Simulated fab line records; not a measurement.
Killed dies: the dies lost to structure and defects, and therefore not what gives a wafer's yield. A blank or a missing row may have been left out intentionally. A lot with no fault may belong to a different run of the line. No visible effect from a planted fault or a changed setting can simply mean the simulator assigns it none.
Which tool is to blame? || flow gf180mcu || 39 wafers from 13 lots sampled at 5 of the route's 602 steps

## WHAT EACH GAUGE READ, for each wafer
GF_HV_LDD_CD_MEAS_07: the cd target is 400 nm.
{"lot": "L506", "measured": "day 10 12:53", "on": "cd_sem-02", "cd_nm (nm)": "402.1 403.7 402.5"}
{"lot": "L507", "measured": "day 10 16:41", "on": "cd_sem-01", "cd_nm (nm)": "401.5 400.3 400.9"}
{"lot": "L508", "measured": "day 10 18:18", "on": "cd_sem-01", "cd_nm (nm)": "404.0 403.0 403.3"}
{"lot": "L511", "measured": "day 11 19:40", "on": "cd_sem-02", "cd_nm (nm)": "403.7 402.6 400.9"}
{"lot": "L512", "measured": "day 12 03:59", "on": "cd_sem-02", "cd_nm (nm)": "396.3 399.2 397.5"}
{"lot": "L513", "measured": "day 12 11:53", "on": "cd_sem-02", "cd_nm (nm)": "399.6 398.3 396.4"}
{"lot": "L518", "measured": "day 14 00:19", "on": "cd_sem-02", "cd_nm (nm)": "317.0 319.8 322.2"}
{"lot": "L523", "measured": "day 15 15:26", "on": "cd_sem-01", "cd_nm (nm)": "404.2 404.0 404.4"}
{"lot": "L524", "measured": "day 15 18:53", "on": "cd_sem-01", "cd_nm (nm)": "395.8 398.7 396.1"}
{"lot": "L525", "measured": "day 16 01:34", "on": "cd_sem-02", "cd_nm (nm)": "397.3 394.3 396.2"}
{"lot": "L526", "measured": "day 16 09:55", "on": "cd_sem-02", "cd_nm (nm)": "402.6 403.0 405.9"}
{"lot": "L527", "measured": "day 16 18:26", "on": "cd_sem-01", "cd_nm (nm)": "402.5 402.3 400.7"}
{"lot": "L528", "measured": "day 17 01:44", "on": "cd_sem-01", "cd_nm (nm)": "398.4 399.0 396.7"}

GF_HV_LDD_CD_MEAS_31: the cd target is 400 nm.
{"lot": "L506", "measured": "day 12 02:44", "on": "cd_sem-01", "cd_nm (nm)": "403.5 402.3 405.3"}
{"lot": "L507", "measured": "day 12 06:41", "on": "cd_sem-01", "cd_nm (nm)": "402.3 401.3 402.6"}
{"lot": "L508", "measured": "day 12 09:23", "on": "cd_sem-02", "cd_nm (nm)": "402.3 402.4 400.9"}
{"lot": "L511", "measured": "day 13 11:16", "on": "cd_sem-02", "cd_nm (nm)": "398.5 399.8 399.6"}
{"lot": "L512", "measured": "day 13 21:13", "on": "cd_sem-01", "cd_nm (nm)": "401.5 402.7 404.3"}
{"lot": "L513", "measured": "day 14 04:55", "on": "cd_sem-02", "cd_nm (nm)": "396.6 396.9 397.7"}
{"lot": "L518", "measured": "day 15 18:25", "on": "cd_sem-02", "cd_nm (nm)": "400.6 399.5 402.4"}
{"lot": "L523", "measured": "day 17 12:11", "on": "cd_sem-01", "cd_nm (nm)": "399.7 399.3 397.6"}
{"lot": "L524", "measured": "day 17 16:45", "on": "cd_sem-02", "cd_nm (nm)": "402.1 402.7 401.9"}
{"lot": "L525", "measured": "day 17 23:24", "on": "cd_sem-02", "cd_nm (nm)": "401.0 402.1 400.4"}
{"lot": "L526", "measured": "day 18 08:50", "on": "cd_sem-01", "cd_nm (nm)": "402.2 400.6 401.7"}
{"lot": "L527", "measured": "day 18 16:26", "on": "cd_sem-02", "cd_nm (nm)": "398.7 397.5 396.3"}
{"lot": "L528", "measured": "day 19 00:35", "on": "cd_sem-01", "cd_nm (nm)": "398.3 400.9 400.4"}

GF_HV_LDD_OVL_MEAS_32.
{"lot": "L506", "measured": "day 12 02:52", "on": "overlay-01", "HV_LDD_02_OVL (nm)": "-1.9 0.0 -2.7"}
{"lot": "L507", "measured": "day 12 06:47", "on": "overlay-02", "HV_LDD_02_OVL (nm)": "3.0 2.6 1.8"}
{"lot": "L508", "measured": "day 12 09:28", "on": "overlay-01", "HV_LDD_02_OVL (nm)": "2.5 0.2 2.3"}
{"lot": "L511", "measured": "day 13 11:23", "on": "overlay-01", "HV_LDD_02_OVL (nm)": "2.8 1.7 3.2"}
{"lot": "L512", "measured": "day 13 21:20", "on": "overlay-01", "HV_LDD_02_OVL (nm)": "1.4 2.8 1.5"}
{"lot": "L513", "measured": "day 14 05:02", "on": "overlay-02", "HV_LDD_02_OVL (nm)": "0.5 -0.9 -0.2"}
{"lot": "L518", "measured": "day 15 18:32", "on": "overlay-01", "HV_LDD_02_OVL (nm)": "0.8 1.7 2.6"}
{"lot": "L523", "measured": "day 17 12:16", "on": "overlay-02", "HV_LDD_02_OVL (nm)": "2.4 2.5 2.2"}
{"lot": "L524", "measured": "day 17 16:50", "on": "overlay-02", "HV_LDD_02_OVL (nm)": "1.2 0.6 0.7"}
{"lot": "L525", "measured": "day 17 23:28", "on": "overlay-02", "HV_LDD_02_OVL (nm)": "0.7 -2.4 0.4"}
{"lot": "L526", "measured": "day 18 08:56", "on": "overlay-01", "HV_LDD_02_OVL (nm)": "1.4 0.1 1.2"}
{"lot": "L527", "measured": "day 18 16:31", "on": "overlay-01", "HV_LDD_02_OVL (nm)": "3.1 1.9 1.8"}
{"lot": "L528", "measured": "day 19 00:41", "on": "overlay-01", "HV_LDD_02_OVL (nm)": "1.4 1.5 0.9"}

## TOOL THAT RAN EACH LOT (tool first, then ch and the chambers of the sampled wafers, then the start)
{"lot": "L506", "GF_VT_IMPLANT_STRIP_42": "plasma_asher-03 ch 0,1, day 8 00:44", "GF_HV_LDD_EXPOSE_04": "iline_stepper-01 ch 0, day 10 04:02"}
{"lot": "L507", "GF_VT_IMPLANT_STRIP_42": "plasma_asher-04 ch 0,1, day 8 04:43", "GF_HV_LDD_EXPOSE_04": "iline_stepper-01 ch 0, day 10 07:19"}
{"lot": "L508", "GF_VT_IMPLANT_STRIP_42": "plasma_asher-04 ch 0,1, day 8 05:22", "GF_HV_LDD_EXPOSE_04": "iline_stepper-02 ch 0, day 10 09:49"}
{"lot": "L511", "GF_VT_IMPLANT_STRIP_42": "plasma_asher-03 ch 0,1, day 9 05:05", "GF_HV_LDD_EXPOSE_04": "iline_stepper-02 ch 0, day 11 10:14"}
{"lot": "L512", "GF_VT_IMPLANT_STRIP_42": "plasma_asher-03 ch 0,1, day 9 11:43", "GF_HV_LDD_EXPOSE_04": "iline_stepper-02 ch 0, day 11 18:41"}
{"lot": "L513", "GF_VT_IMPLANT_STRIP_42": "plasma_asher-04 ch 1, day 9 20:58", "GF_HV_LDD_EXPOSE_04": "iline_stepper-01 ch 0, day 12 02:29"}
{"lot": "L518", "GF_VT_IMPLANT_STRIP_42": "plasma_asher-02 ch 0,1, day 11 03:47", "GF_HV_LDD_EXPOSE_04": "iline_stepper-02 ch 0, day 13 13:49"}
{"lot": "L523", "GF_VT_IMPLANT_STRIP_42": "plasma_asher-03 ch 0,1, day 12 15:37", "GF_HV_LDD_EXPOSE_04": "iline_stepper-02 ch 0, day 15 04:28"}
{"lot": "L524", "GF_VT_IMPLANT_STRIP_42": "plasma_asher-03 ch 0,1, day 12 19:52", "GF_HV_LDD_EXPOSE_04": "iline_stepper-01 ch 0, day 15 08:09"}
{"lot": "L525", "GF_VT_IMPLANT_STRIP_42": "plasma_asher-04 ch 0,1, day 13 04:08", "GF_HV_LDD_EXPOSE_04": "iline_stepper-02 ch 0, day 15 15:17"}
{"lot": "L526", "GF_VT_IMPLANT_STRIP_42": "plasma_asher-04 ch 0,1, day 13 10:40", "GF_HV_LDD_EXPOSE_04": "iline_stepper-01 ch 0, day 15 23:20"}
{"lot": "L527", "GF_VT_IMPLANT_STRIP_42": "plasma_asher-04 ch 0,1, day 13 17:58", "GF_HV_LDD_EXPOSE_04": "iline_stepper-01 ch 0, day 16 06:31"}
{"lot": "L528", "GF_VT_IMPLANT_STRIP_42": "plasma_asher-02 ch 0,1, day 14 00:34", "GF_HV_LDD_EXPOSE_04": "iline_stepper-02 ch 0, day 16 14:44"}
- GF_VT_IMPLANT_STRIP_42: strips in O2/N2.
- GF_HV_LDD_EXPOSE_04: exposes mask Nplus LV AREA, target cd 400 nm.

## AS READ BY THE TOOLS THEMSELVES (means over the sampled wafers that have a number; for cases with no such wafer, the mark the record gives instead)
GF_VT_IMPLANT_STRIP_42.
{"lot": "L506", "tool": "plasma_asher-03", "drypump_motor_current_A (A)": 5.90, "heater_power_w (W)": 345, "oes_product_au (a.u.)": 0.722, "strip_time_to_endpoint_s (s)": 12.589}
{"lot": "L507", "tool": "plasma_asher-04", "drypump_motor_current_A (A)": 5.75, "heater_power_w (W)": 325, "oes_product_au (a.u.)": 0.712, "strip_time_to_endpoint_s (s)": 12.605}
{"lot": "L508", "tool": "plasma_asher-04", "drypump_motor_current_A (A)": 5.74, "heater_power_w (W)": 327, "oes_product_au (a.u.)": 0.714, "strip_time_to_endpoint_s (s)": 12.594}
{"lot": "L511", "tool": "plasma_asher-03", "drypump_motor_current_A (A)": 5.91, "heater_power_w (W)": 356, "oes_product_au (a.u.)": 0.715, "strip_time_to_endpoint_s (s)": 12.584}
{"lot": "L512", "tool": "plasma_asher-03", "drypump_motor_current_A (A)": 5.90, "heater_power_w (W)": 357, "oes_product_au (a.u.)": 0.716, "strip_time_to_endpoint_s (s)": 12.609}
{"lot": "L513", "tool": "plasma_asher-04", "drypump_motor_current_A (A)": 5.66, "heater_power_w (W)": 322, "oes_product_au (a.u.)": 0.717, "strip_time_to_endpoint_s (s)": 12.616}
{"lot": "L518", "tool": "plasma_asher-02", "drypump_motor_current_A (A)": 5.37, "heater_power_w (W)": 314, "oes_product_au (a.u.)": 0.716, "strip_time_to_endpoint_s (s)": 12.559}
{"lot": "L523", "tool": "plasma_asher-03", "drypump_motor_current_A (A)": 5.91, "heater_power_w (W)": 360, "oes_product_au (a.u.)": 0.715, "strip_time_to_endpoint_s (s)": 12.572}
{"lot": "L524", "tool": "plasma_asher-03", "drypump_motor_current_A (A)": 5.90, "heater_power_w (W)": 340, "oes_product_au (a.u.)": 0.716, "strip_time_to_endpoint_s (s)": 12.615}
{"lot": "L525", "tool": "plasma_asher-04", "drypump_motor_current_A (A)": 5.86, "heater_power_w (W)": 325, "oes_product_au (a.u.)": 0.715, "strip_time_to_endpoint_s (s)": 12.615}
{"lot": "L526", "tool": "plasma_asher-04", "drypump_motor_current_A (A)": 5.75, "heater_power_w (W)": 332, "oes_product_au (a.u.)": 0.716, "strip_time_to_endpoint_s (s)": 12.629}
{"lot": "L527", "tool": "plasma_asher-04", "drypump_motor_current_A (A)": 5.74, "heater_power_w (W)": 323, "oes_product_au (a.u.)": 0.718, "strip_time_to_endpoint_s (s)": 12.620}
{"lot": "L528", "tool": "plasma_asher-02", "drypump_motor_current_A (A)": 5.38, "heater_power_w (W)": 312, "oes_product_au (a.u.)": 0.716, "strip_time_to_endpoint_s (s)": 12.624}

## THE ANSWER, worked out from the rows above alone
Rule: the usual values come from the lots themselves. The widest of any qualifying gaps counts: lots, ordered by their means at a reading, are off when they make up no more than a third of the lots, leave a main group of 4 or more, and stand apart from it by 3 or more times the standard deviation of that group's means. A main group whose means are all the same, to the digits that the tables above print for the reading, isn't used. A lot without any number at a reading at which 4 lots or more have one is off too. All remaining lots with rows at the step are treated as sound. The gauges are gone through in route order, then the tools' own readings, and for those a lot's mean is taken as printed above. At the first step where some lot is off, the reading lying furthest off is the one used; lots without a number count as furthest.
Off: L518, at GF_HV_LDD_CD_MEAS_07 (cd_nm). The main group: mean 400.5 nm, standard deviation 2.9.
A tool fits if, at a process step before that reading, it ran every lot that is off, and no sound lot after the first of them. Not tried: the gauges at GF_HV_LDD_CD_MEAS_07; whatever is off there is also off at GF_VT_IMPLANT_STRIP_42, on other tools, and gauge error can't account for it. None of those tried fits.

## WHAT THE SIMULATOR PUT IN
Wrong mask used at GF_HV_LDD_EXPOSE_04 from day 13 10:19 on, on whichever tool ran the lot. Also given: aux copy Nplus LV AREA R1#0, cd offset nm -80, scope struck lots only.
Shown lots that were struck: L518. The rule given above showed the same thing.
